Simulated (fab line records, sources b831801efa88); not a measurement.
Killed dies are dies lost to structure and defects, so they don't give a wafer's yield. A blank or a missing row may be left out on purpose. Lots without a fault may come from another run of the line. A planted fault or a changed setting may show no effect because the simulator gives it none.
fab line records | flow gf180mcu
record lots=5 wafers=15 last_day=34
route steps=602 shown M3@427 V3@429
lots that met no fault: from a run of the same line without faults
start_h: hours from the record's first day to the start of the lot's first wafer shown | wait_h: hours since the lot's step before | " the same as in the row above | L1.1+2: a row that stands for several wafers | - no value, or no start given | * or withheld: withheld | < > ~ a bound
route shown NAME@n: a module of which the file shows steps, and the number in the route of the first | usual: mean/standard deviation of fault-free wafers | same: alike in all rows | chamber/n: place in a boat | sites: the reading at each site | _std_site: their standard deviation | _edge_site: outer sites' mean less inner sites' | radius_mm: how far each site lies from the wafer's centre | mask NAME#n: copy n | behind: the tool/chamber that last shaped the wafer | hold: why the lot was held/for how many hours/how that ended | device: the transistor (n, p or np) that didn't switch | end of line: the same wafers' tests at the end of the route | a step without rows: its recipe alone | killed: dies lost to structure and defects at the first sort, not the wafer's yield | map: a wafer's dies, x killed, . not, _ none there
set.NAME: the setting as run; set.NAME@STEP: as run at that earlier step | model.NAME: the simulator's own value behind a step, which no gauge read
lots at some steps of the route; a table a step, a row a wafer
services: from which hour (start_h, from the record's first day; less than 0 if before it) a tool's chamber was out of use, for how many hours, and why
## steps
# step GF_M3_STRIP_18
# recipe chemistry=post_etch_residue_remover time_s=1200 temp_c=72.5
# usual temp_c=72.49/0.11
# same time_s=1200
# columns lot.wafer tool chamber start_h wait_h temp_c
L074.1 wet_bench-04 1 489.77 0.1 72.56
L074.3 " 1 " " 72.44
L074.6 " 1 " " 72.50
L078.2 wet_bench-03 3 525.33 0.1 72.47
L078.3 " 3 " " 72.57
L078.6 " 3 " " 72.41
L079.2 wet_bench-03 0 533.54 0.1 72.40
L079.3 " 0 " " 72.46
L079.4 " 0 " " 72.34
L080.1 wet_bench-01 2 541.79 0.1 72.41
L080.3 " 2 " " 72.44
L080.5 " 2 " " 72.53
L096.1 wet_bench-04 3 661.14 0.1 72.47
L096.2 " 3 " " 72.37
L096.4 " 3 " " 72.21
# step GF_M3_CLEAN_19
# recipe chemistry=DIW dry=n2_spin
# columns lot.wafer tool chamber start_h wait_h
L074.1+3+6 wet_bench-04 2 490.11 0.0
L078.2+3+6 wet_bench-04 2 525.67 0.0
L079.2+3+4 wet_bench-01 3 533.88 0.0
L080.1+3+5 wet_bench-04 2 542.53 0.0
L096.1+2+4 wet_bench-01 2 661.48 0.0
# step GF_V3_CVD_00
# recipe material=SiO2 target_thk_nm=600 sigma_open_frac=0.3 temp_c=400 time_s=100 sih4_flow_sccm=60 pressure_mtorr=6
# same time_s=100
# columns lot.wafer tool chamber start_h wait_h
L074.1+3+6 hdpcvd-01 1,2,0 490.21 0.0
L078.2+3+6 hdpcvd-02 2,1,0 525.77 0.0
L079.2+3+4 hdpcvd-02 0,1,2 533.98 0.0
L080.1+3+5 hdpcvd-01 0,2,2 542.65 0.0
L096.1+2+4 hdpcvd-01 0,1,2 661.57 0.0
# step GF_V3_THK_MEAS_01
# recipe reads=SiO2_of_V3_CVD_00
# usual V3_CVD_00_THK=599/6.7
# columns lot.wafer tool chamber start_h wait_h V3_CVD_00_THK[nm]
L074.1 film_metro-01 - 490.28 0.0 601
L074.3 " - " " 591
L074.6 " - " " 592
L078.2 film_metro-01 - 525.85 0.0 601
L078.3 " - " " 603
L078.6 " - " " 594
L079.2 film_metro-02 - 534.06 0.0 603
L079.3 " - " " 605
L079.4 " - " " 601
L080.1 film_metro-02 - 542.72 0.0 595
L080.3 " - " " 596
L080.5 " - " " 595
L096.1 film_metro-01 - 661.64 0.0 609
L096.2 " - " " 616
L096.4 " - " " 607
# step GF_V3_CVD_02
# recipe material=SiO2 target_thk_nm=850 precursor=TEOS temp_c=400 time_s=94.851 rf_w=600
# usual heater_power_w=635/95
# same time_s=94.851
# columns lot.wafer tool chamber start_h wait_h heater_power_w
L074.1 pecvd-01 0 490.34 0.1 695
L074.3 " 2 " " 567
L074.6 " 0 " " 566
L078.2 pecvd-02 2 525.90 0.0 569
L078.3 " 0 " " 537
L078.6 " 2 " " 623
L079.2 pecvd-02 1 534.11 0.0 568
L079.3 " 0 " " 601
L079.4 " 2 " " 668
L080.1 pecvd-02 1 542.78 0.1 495
L080.3 " 2 " " 650
L080.5 " 2 " " 708
L096.1 pecvd-01 2 661.70 0.1 595
L096.2 " 0 " " 701
L096.4 " 1 " " 811
# step GF_V3_THK_MEAS_03
# recipe reads=SiO2_of_V3_CVD_02
# usual V3_CVD_02_THK=849/12
# columns lot.wafer tool chamber start_h wait_h V3_CVD_02_THK[nm]
L074.1 film_metro-02 - 490.41 0.0 838
L074.3 " - " " 857
L074.6 " - " " 860
L078.2 film_metro-01 - 525.99 0.1 846
L078.3 " - " " 845
L078.6 " - " " 864
L079.2 film_metro-02 - 534.19 0.0 835
L079.3 " - " " 841
L079.4 " - " " 845
L080.1 film_metro-03 - 542.85 0.0 842
L080.3 " - " " 835
L080.5 " - " " 851
L096.1 film_metro-03 - 661.77 0.0 851
L096.2 " - " " 851
L096.4 " - " " 869
# step GF_V3_CMP_04
# recipe material=SiO2 down_force_psi=4 platen_rpm=60 pad_velocity_m_s=0.94248
# usual motor_current_A=12.1/1.2 platen_rpm=60.00/0.038 time_to_endpoint_s=80/5.8
# columns lot.wafer tool chamber start_h wait_h motor_current_A platen_rpm time_to_endpoint_s
L074.3 cmp-02 1 490.52 0.1 11.4 59.97 78
L074.1 " 2 " " 10.7 59.97 71
L074.6 " 1 " " 10.6 60.01 80
L078.2 cmp-01 3 526.04 0.0 12.9 60.04 82
L078.3 " 2 " " 10.5 59.99 79
L078.6 " 3 " " 13.1 59.99 85
L079.3 cmp-02 1 534.24 0.0 11.6 59.99 72
L079.2 " 2 " " 10.9 60.00 73
L079.4 " 0 " " 12.2 60.02 83
L080.3 cmp-02 1 542.91 0.0 11.5 59.97 72
L080.1 " 2 " " 10.9 59.98 76
L080.5 " 2 " " 10.7 60.08 81
L096.1 cmp-02 0 661.88 0.1 12.2 59.95 89
L096.4 " 1 " " 11.3 60.10 86
L096.2 " 2 " " 10.9 60.00 81
# step GF_V3_BOW_MEAS_05
# recipe mode=bow
# usual V3_BOW=115/8.3
# columns lot.wafer tool chamber start_h wait_h V3_BOW[um]
L074.1 film_metro-02 - 490.77 0.1 125
L074.3 " - " " 136
L074.6 " - " " 108
L078.2 film_metro-01 - 526.36 0.3 117
L078.3 " - " " 130
L078.6 " - " " 117
L079.2 film_metro-02 - 534.56 0.2 131
L079.3 " - " " 133
L079.4 " - " " 124
L080.1 film_metro-02 - 543.21 0.2 108
L080.3 " - " " 100
L080.5 " - " " 110
L096.1 film_metro-01 - 662.13 0.2 102
L096.2 " - " " 117
L096.4 " - " " 105
# step GF_V3_DEHYDRATE_06
# recipe temp_c=200 time_s=60
# same time_s=60
# columns lot.wafer tool chamber start_h wait_h
L074.1+3+6 litho_track-02 0 501.40 10.6
L078.2+3+6 litho_track-02 0 537.37 11.0
L079.2+3+4 litho_track-02 0 545.52 10.9
L080.1+3+5 litho_track-01 0 553.05 9.8
L096.1+2+4 litho_track-01 0 670.75 8.6
# step GF_V3_HMDS_07
# recipe prime_time_s=60 prime_temp_c=120
# columns lot.wafer tool chamber start_h wait_h
L074.1+3+6 litho_track-02 0 501.55 0.1
L078.2+3+6 litho_track-02 0 537.52 0.1
L079.2+3+4 litho_track-02 0 545.67 0.1
L080.1+3+5 litho_track-01 0 553.20 0.1
L096.1+2+4 litho_track-01 0 670.90 0.1
# step GF_V3_COAT_08
# recipe resist=BARC temp_c=withheld time_s=withheld spin_rpm=withheld resist_thk_nm=withheld
# usual dispense_pressure_kPa=47.4/2.9
# columns lot.wafer tool chamber start_h wait_h dispense_pressure_kPa
L074.1 litho_track-02 0 501.70 0.1 49.1
L074.3 " 0 " " 49.1
L074.6 " 0 " " 49.1
L078.2 litho_track-02 0 537.67 0.1 49.2
L078.3 " 0 " " 49.1
L078.6 " 0 " " 49.1
L079.2 litho_track-02 0 545.82 0.1 49.1
L079.3 " 0 " " 49.1
L079.4 " 0 " " 49.1
L080.1 litho_track-01 0 553.35 0.1 43.3
L080.3 " 0 " " 43.3
L080.5 " 0 " " 43.2
L096.1 litho_track-01 0 671.05 0.1 43.2
L096.2 " 0 " " 43.2
L096.4 " 0 " " 43.3
# step GF_V3_COAT_09
# recipe resist=KrF spin_rpm=withheld resist_thk_nm=1000
# usual dispense_pressure_kPa=47.4/2.9
# columns lot.wafer tool chamber start_h wait_h dispense_pressure_kPa
L074.1 litho_track-02 0 - - 49.2
L074.3 " 0 " " 49.2
L074.6 " 0 " " 49.2
L078.2 litho_track-02 0 - - 49.2
L078.3 " 0 " " 49.2
L078.6 " 0 " " 49.2
L079.2 litho_track-02 0 - - 49.1
L079.3 " 0 " " 49.2
L079.4 " 0 " " 49.2
L080.1 litho_track-01 0 - - 43.3
L080.3 " 0 " " 43.3
L080.5 " 0 " " 43.3
L096.1 litho_track-01 0 - - 43.3
L096.2 " 0 " " 43.3
L096.4 " 0 " " 43.3
# step GF_V3_SOFTBAKE_10
# recipe temp_c=130 time_s=60 resist=KrF
# same time_s=60
# columns lot.wafer tool chamber start_h wait_h
L074.1+3+6 litho_track-02 0 - -
L078.2+3+6 litho_track-02 0 - -
L079.2+3+4 litho_track-02 0 - -
L080.1+3+5 litho_track-01 0 - -
L096.1+2+4 litho_track-01 0 - -
## services
# columns tool chamber start_h hours kind
cmp-01 - 472.05 0.4 repair
cmp-01 - 476.36 2.2 repair
wet_bench-03 - 480.19 22.1 repair
pecvd-01 0 537.75 5.3 repair
hdpcvd-02 - 539.25 15.0 pm
hdpcvd-02 - 545.33 0.4 repair
pecvd-02 - 553.20 0.3 repair
pecvd-02 - 560.18 3.0 repair
cmp-01 - 564.45 3.0 repair
wet_bench-03 - 564.70 1.8 repair
cmp-02 - 572.27 4.0 pm
cmp-02 - 579.52 2.0 repair
pecvd-01 - 591.12 14.0 pm
hdpcvd-02 1 595.50 15.8 repair
hdpcvd-02 - 598.35 0.5 repair
cmp-01 - 609.43 4.2 pm
pecvd-02 - 619.34 2.6 repair
pecvd-01 0 630.25 21.7 repair
pecvd-01 - 630.60 6.0 pm
cmp-02 - 632.90 7.9 pm
cmp-01 - 640.96 4.9 pm
hdpcvd-02 - 649.72 6.0 pm
wet_bench-03 - 662.84 3.0 repair
hdpcvd-02 - 666.33 14.6 pm
## key
fault none
